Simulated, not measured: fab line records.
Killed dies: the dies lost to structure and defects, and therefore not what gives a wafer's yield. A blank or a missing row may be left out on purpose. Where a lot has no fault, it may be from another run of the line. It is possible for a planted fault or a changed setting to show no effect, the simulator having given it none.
fab line records	flow gf180mcu
record: lots: 13	wafers: 39	last-day: 34
route steps=602 shown STI@15 POLY_GATE@167 HV_LDD@207 CONTACT@310
lots with no fault: from the same line, run without faults
start-h: start of the lot's first displayed wafer, in hours after the record's first day	wait-h: how many hours have passed since the lot's step before this one	" repeats the value in the row above	L1.1+2: a row that stands for several wafers	- either no value or no given start	* or withheld: withheld	< > ~ a bound
route shown NAME@n: a module of which the file shows steps, and the number in the route of the first	usual: average and standard deviation across the fault-free wafers	same: alike in all rows	chamber/n: place in a boat	sites: each site's reading	_std_site: their standard deviation	_edge_site: mean of outer sites minus mean of inner sites	radius-mm: how far each site lies from the wafer's centre	mask NAME#n: copy n	behind: tool/chamber where the wafer was last shaped	hold: what put the lot on hold/how long, in hours/how the hold closed	device: names the non-switching transistor (n, p or np)	end of line: the tests these same wafers got at the end of their route	a step given without rows: its recipe and nothing more	killed: not the wafer's yield, but the dies lost to structure and defects at the first sort	map: dies across one wafer; x = killed, . = not, _ = none there
set.NAME: the setting the step ran with; set.NAME@STEP: the setting that earlier step ran with	model.NAME: the simulator's own value behind a step, which no gauge read
the route's steps for a sample of lots (tables are steps, rows are wafers)
services: a tool's chamber out of use, with start hour (start-h, from the record's first day; less than 0 if before it), hours out, and reason
== steps ==
step: GF_STI_ETCH_14
recipe: target: Si	chemistry: HBr/Cl2/O2	target-depth-nm: 360	icp-w: 600	bias-w: 150	pressure-mtorr: 15	HBr_flow_sccm: 150	Cl2_flow_sccm: 40	O2_flow_sccm: 6	time-s: 102.9
usual: drypump-motor-current-A: 5.7/0.39	mfc-cl2-sccm: 40.02/0.13	oes-product-au: 0.999/0.0071	throttle-valve-pct: 25.657/0.01
lot.wafer	tool	chamber	start-h	wait-h	drypump-motor-current-A	mfc-cl2-sccm	oes-product-au	rf-hours-counter-h	throttle-valve-pct
L390.2	rie-si-01	3	26.05	0.0	5.4	40.00	0.992	61	25.654
L390.3	"	2	"	"	5.5	39.82	0.991	59	25.656
L390.6	"	0	"	"	5.7	40.22	1.001	-	25.666
L392.4	rie-si-02	0	36.29	0.0	6.1	39.79	0.996	60	25.653
L392.5	"	2	"	"	6.2	40.17	1.000	-	25.668
L392.6	"	1	"	"	5.0	40.00	1.009	-	25.655
L393.2	rie-si-02	1	40.29	0.0	5.0	40.03	1.003	3	25.660
L393.4	"	2	"	"	6.2	40.00	0.991	3	25.654
L393.5	"	3	"	"	6.0	40.04	1.014	-	25.645
L395.1	rie-si-02	3	51.45	0.0	6.0	40.02	1.007	143	25.644
L395.4	"	2	"	"	6.2	40.20	0.994	3	25.646
L395.5	"	0	"	"	6.1	39.96	1.008	-	25.645
L397.2	rie-si-01	1	61.35	0.0	6.1	40.04	0.998	2	25.638
L397.3	"	0	"	"	5.7	39.91	0.991	147	25.648
L397.4	"	3	"	"	5.3	40.18	1.000	62	25.658
L398.2	rie-si-01	3	68.30	0.0	5.3	39.91	0.999	62	25.654
L398.3	"	0	"	"	5.7	40.03	1.001	147	25.639
L398.5	"	2	"	"	5.5	40.23	1.001	-	25.649
L399.1	rie-si-01	3	72.68	0.0	5.3	40.02	1.006	62	25.666
L399.4	"	1	"	"	6.1	39.90	1.001	2	25.662
L399.5	"	2	"	"	5.5	40.01	1.007	-	25.658
L401.4	rie-si-01	0	83.10	0.0	5.7	39.83	0.999	147	25.664
L401.5	"	0	"	"	5.7	39.91	0.988	-	25.640
L401.6	"	1	"	"	6.1	40.09	1.014	-	25.668
L403.2	rie-si-01	0	93.04	0.0	5.7	40.08	0.986	147	25.645
L403.3	"	3	"	"	5.3	39.96	0.993	62	25.685
L403.5	"	1	"	"	6.1	39.79	0.993	-	25.680
L405.2	rie-si-01	2	103.24	0.0	5.5	40.05	0.993	60	25.667
L405.3	"	3	"	"	5.3	40.15	0.990	62	25.660
L405.5	"	2	"	"	5.5	39.99	0.873	-	25.745
L406.2	rie-si-01	1	108.40	0.0	6.1	40.04	0.990	3	25.655
L406.4	"	1	"	"	6.1	39.99	0.868	-	25.749
L406.6	"	2	"	"	5.5	39.92	0.881	-	25.761
L407.1	rie-si-01	2	113.68	0.0	5.5	40.13	1.009	60	25.645
L407.3	"	1	"	"	6.1	40.02	1.002	3	25.650
L407.5	"	1	"	"	6.1	40.09	0.880	-	25.735
L410.1	rie-si-02	1	128.93	0.0	5.1	40.21	1.006	4	25.664
L410.3	"	2	"	"	6.2	39.93	0.993	4	25.658
L410.5	"	1	"	"	5.0	40.16	1.007	-	25.658
step: GF_STI_STRIP_15
recipe: chemistry: O2/N2	power-w: 1400	pressure-mtorr: 1500	platen-temp-c: 250	o2-flow-sccm: 3000	n2-flow-sccm: 300	overash-fraction: 0.5
usual: drypump-motor-current-A: 5.8/0.51	heater-power-w: 343/54	oes-product-au: 0.383/0.0049	strip-time-to-endpoint-s: 3.72/0.038
lot.wafer	tool	chamber	start-h	wait-h	drypump-motor-current-A	heater-power-w	oes-product-au	rf-hours-counter-h	strip-time-to-endpoint-s
L390.2	plasma-asher-04	1	26.12	0.0	6.1	280	0.379	26	3.68
L390.3	"	1	"	"	6.1	274	0.381	-	3.70
L390.6	"	0	"	"	5.5	341	0.377	-	3.72
L392.4	plasma-asher-02	0	36.39	0.1	6.0	353	0.386	-	3.67
L392.5	"	0	"	"	6.0	340	0.379	-	3.64
L392.6	"	1	"	"	6.7	395	0.381	-	3.67
L393.2	plasma-asher-02	0	40.37	0.0	6.0	344	0.384	40	3.73
L393.4	"	1	"	"	6.6	398	0.384	-	3.72
L393.5	"	0	"	"	6.0	340	0.381	-	3.76
L395.1	plasma-asher-01	0	51.52	0.0	4.9	293	0.381	40	3.65
L395.4	"	0	"	"	4.9	297	0.379	-	3.74
L395.5	"	0	"	"	4.9	300	0.379	-	3.67
L397.2	plasma-asher-02	0	61.42	0.0	6.0	346	0.385	43	3.75
L397.3	"	0	"	"	6.0	347	0.386	-	3.79
L397.4	"	1	"	"	6.6	391	0.379	-	3.74
L398.2	plasma-asher-01	0	68.37	0.0	4.9	294	0.383	42	3.74
L398.3	"	1	"	"	5.7	414	0.388	-	3.74
L398.5	"	0	"	"	4.9	290	0.393	-	3.78
L399.1	plasma-asher-01	1	72.76	0.0	5.8	421	0.380	42	3.69
L399.4	"	0	"	"	4.9	297	0.388	-	3.75
L399.5	"	0	"	"	4.9	289	0.381	-	3.69
L401.4	plasma-asher-04	0	83.20	0.1	5.6	353	0.377	-	3.70
L401.5	"	1	"	"	6.1	276	0.386	-	3.70
L401.6	"	0	"	"	5.5	350	0.392	-	3.69
L403.2	plasma-asher-01	1	93.12	0.0	5.8	430	0.379	44	3.80
L403.3	"	1	"	"	5.8	427	0.384	-	3.75
L403.5	"	1	"	"	5.8	420	0.385	-	3.75
L405.2	plasma-asher-04	0	103.32	0.0	5.6	348	0.375	34	3.72
L405.3	"	1	"	"	6.1	267	0.383	-	3.80
L405.5	"	0	"	"	5.6	349	0.395	-	3.94
L406.2	plasma-asher-01	1	108.47	0.0	5.8	423	0.378	46	3.72
L406.4	"	0	"	"	4.9	298	0.394	-	3.93
L406.6	"	1	"	"	5.8	430	0.392	-	3.96
L407.1	plasma-asher-04	1	113.76	0.0	6.1	274	0.379	35	3.65
L407.3	"	1	"	"	6.1	276	0.393	-	3.69
L407.5	"	1	"	"	6.1	269	0.393	-	3.93
L410.1	plasma-asher-01	0	129.01	0.0	4.9	279	0.384	1	3.71
L410.3	"	0	"	"	4.9	297	0.381	-	3.68
L410.5	"	1	"	"	5.8	429	0.375	-	3.71
step: GF_POLY_GATE_CD_MEAS_10
recipe: target-cd-nm: 280
usual: cd-nm: 279.7/1.4
lot.wafer	tool	chamber	start-h	wait-h	cd-nm
L390.2	cd-sem-02	-	203.56	0.1	281.3
L390.3	"	-	"	"	280.7
L390.6	"	-	"	"	281.3
L392.4	cd-sem-02	-	223.00	0.1	281.8
L392.5	"	-	"	"	281.7
L392.6	"	-	"	"	280.9
L393.2	cd-sem-01	-	229.06	0.1	279.4
L393.4	"	-	"	"	279.9
L393.5	"	-	"	"	280.2
L395.1	cd-sem-01	-	239.09	0.1	277.8
L395.4	"	-	"	"	278.4
L395.5	"	-	"	"	278.3
L397.2	cd-sem-02	-	251.75	0.1	280.5
L397.3	"	-	"	"	281.4
L397.4	"	-	"	"	281.1
L398.2	cd-sem-02	-	259.75	0.1	279.0
L398.3	"	-	"	"	279.6
L398.5	"	-	"	"	279.8
L399.1	cd-sem-02	-	267.29	0.1	279.9
L399.4	"	-	"	"	281.0
L399.5	"	-	"	"	280.8
L401.4	cd-sem-02	-	282.34	0.1	280.7
L401.5	"	-	"	"	280.3
L401.6	"	-	"	"	280.1
L403.2	cd-sem-02	-	294.61	0.1	281.4
L403.3	"	-	"	"	281.3
L403.5	"	-	"	"	280.3
L405.2	cd-sem-02	-	312.11	0.1	281.6
L405.3	"	-	"	"	280.7
L405.5	"	-	"	"	280.6
L406.2	cd-sem-02	-	317.11	0.1	280.1
L406.4	"	-	"	"	279.5
L406.6	"	-	"	"	279.6
L407.1	cd-sem-01	-	325.53	0.1	280.9
L407.3	"	-	"	"	281.8
L407.5	"	-	"	"	281.4
L410.1	cd-sem-02	-	344.59	0.1	279.2
L410.3	"	-	"	"	279.2
L410.5	"	-	"	"	278.3
step: GF_HV_LDD_CD_MEAS_31
recipe: target-cd-nm: 400
usual: cd-nm: 400.6/2
lot.wafer	tool	chamber	start-h	wait-h	cd-nm
L390.2	cd-sem-02	-	262.16	0.1	401.9
L390.3	"	-	"	"	402.7
L390.6	"	-	"	"	401.9
L392.4	cd-sem-02	-	283.42	0.1	402.2
L392.5	"	-	"	"	399.8
L392.6	"	-	"	"	400.8
L393.2	cd-sem-01	-	288.86	0.1	403.3
L393.4	"	-	"	"	401.7
L393.5	"	-	"	"	401.5
L395.1	cd-sem-02	-	300.19	0.1	401.6
L395.4	"	-	"	"	402.0
L395.5	"	-	"	"	402.4
L397.2	cd-sem-02	-	316.16	0.1	401.1
L397.3	"	-	"	"	402.0
L397.4	"	-	"	"	397.9
L398.2	cd-sem-01	-	324.36	0.1	401.9
L398.3	"	-	"	"	401.6
L398.5	"	-	"	"	401.2
L399.1	cd-sem-01	-	332.23	0.1	397.9
L399.4	"	-	"	"	397.5
L399.5	"	-	"	"	398.9
L401.4	cd-sem-01	-	349.45	0.1	397.8
L401.5	"	-	"	"	400.9
L401.6	"	-	"	"	400.5
L403.2	cd-sem-02	-	362.61	0.1	400.4
L403.3	"	-	"	"	399.7
L403.5	"	-	"	"	399.7
L405.2	cd-sem-01	-	382.86	0.1	396.7
L405.3	"	-	"	"	397.1
L405.5	"	-	"	"	397.4
L406.2	cd-sem-01	-	387.16	0.1	400.4
L406.4	"	-	"	"	402.1
L406.6	"	-	"	"	401.4
L407.1	cd-sem-02	-	398.08	0.1	400.5
L407.3	"	-	"	"	401.6
L407.5	"	-	"	"	403.1
L410.1	cd-sem-02	-	415.84	0.1	405.0
L410.3	"	-	"	"	402.2
L410.5	"	-	"	"	402.9
step: GF_CONTACT_SPUTTER_23
recipe: material: TiN	target-thk-nm: 10	chamber-pressure-pa: 5	power-w: 4000	time-s: 40
usual: throttle-valve-pct: 30.4/0.98
lot.wafer	tool	chamber	start-h	wait-h	throttle-valve-pct
L390.2	pvd-sputter-02	-	376.82	0.0	30.5
L390.3	"	-	"	"	28.2
L390.6	"	-	"	"	30.3
L392.4	pvd-sputter-02	-	402.66	0.0	28.4
L392.5	"	-	"	"	30.7
L392.6	"	-	"	"	30.1
L393.2	pvd-sputter-01	-	407.17	0.0	29.9
L393.4	"	-	"	"	31.3
L393.5	"	-	"	"	30.7
L395.1	pvd-sputter-04	-	420.12	0.0	29.0
L395.4	"	-	"	"	32.1
L395.5	"	-	"	"	28.7
L397.2	pvd-sputter-04	-	439.26	0.0	31.9
L397.3	"	-	"	"	29.8
L397.4	"	-	"	"	30.6
L398.2	pvd-sputter-01	-	448.28	0.0	29.6
L398.3	"	-	"	"	31.3
L398.5	"	-	"	"	30.8
L399.1	pvd-sputter-04	-	456.11	0.0	31.8
L399.4	"	-	"	"	28.8
L399.5	"	-	"	"	30.8
L401.4	pvd-sputter-04	-	474.62	0.0	30.7
L401.5	"	-	"	"	30.0
L401.6	"	-	"	"	30.6
L403.2	pvd-sputter-04	-	488.61	0.0	32.4
L403.3	"	-	"	"	28.6
L403.5	"	-	"	"	28.8
L405.2	pvd-sputter-01	-	511.27	0.0	31.3
L405.3	"	-	"	"	30.8
L405.5	"	-	"	"	29.4
L406.2	pvd-sputter-01	-	515.68	0.0	31.2
L406.4	"	-	"	"	30.8
L406.6	"	-	"	"	30.6
L407.1	pvd-sputter-04	-	524.16	0.0	30.0
L407.3	"	-	"	"	28.9
L407.5	"	-	"	"	28.6
L410.1	pvd-sputter-02	-	541.97	0.0	28.3
L410.3	"	-	"	"	29.8
L410.5	"	-	"	"	30.1
== services ==
tool	chamber	start-h	hours	kind
rie-si-02	0	9.82	1.5	repair
rie-si-01	-	19.99	2.8	pm
pvd-sputter-04	-	30.02	12.1	repair
pvd-sputter-04	-	62.68	0.5	repair
rie-si-02	0	78.02	6.7	repair
rie-si-02	2	98.76	5.9	repair
plasma-asher-01	-	108.75	9.0	pm
pvd-sputter-04	-	113.69	2.8	repair
rie-si-01	2	136.09	5.5	repair
plasma-asher-01	-	143.98	14.6	pm
pvd-sputter-04	-	212.57	0.7	repair
pvd-sputter-04	-	237.59	1.5	repair
pvd-sputter-04	-	286.69	5.1	repair
plasma-asher-01	-	354.38	2.8	pm
rie-si-01	1	366.74	2.1	repair
plasma-asher-01	-	369.13	6.1	repair
rie-si-01	2	373.78	7.2	repair
plasma-asher-01	-	374.88	0.7	repair
rie-si-01	1	411.18	1.2	repair
plasma-asher-01	-	430.14	5.6	repair
rie-si-01	0	440.65	15.9	repair
plasma-asher-01	-	468.72	3.4	repair
rie-si-01	0	505.06	5.6	repair
rie-si-01	1	522.15	8.3	repair
== key ==
first-sign: step: GF_STI_ETCH_14	reading: oes-product-au	direction: down	sigmas: 17	usual: 0.999	struck: 0.875
effect: step: GF_STI_ETCH_14	reading: throttle-valve-pct	direction: up	sigmas: 8.9	usual: 25.657	struck: 25.747
effect: step: GF_STI_STRIP_15	reading: strip-time-to-endpoint-s	direction: up	sigmas: 5.8	usual: *	struck: *
met-at GF_STI_ETCH_14
struck-lots L405,L406,L407
struck-wafers L405.5,L406.4,L406.6,L407.5
tester-left-out L405,L406,L407
not-acting-at GF_POLY_GATE_CD_MEAS_10,GF_HV_LDD_CD_MEAS_31,GF_CONTACT_SPUTTER_23
onset-between 93.04 103.24
fault: kind: process-parameter-drift	tool: rie-si-01	chamber: -	onset-h: 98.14	steps: GF_STI_ETCH_14	channel: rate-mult	offset: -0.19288	shape: step	end-h: 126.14	scope: struck-wafers-only
tester-left-out: of these lots the tester's yield and bins aren't shown, on N5 and GAA mostly nor the transistor test; their killed dies are dies lost to structure and defects alone, not to doping, threshold or leakage, so they don't give the yield
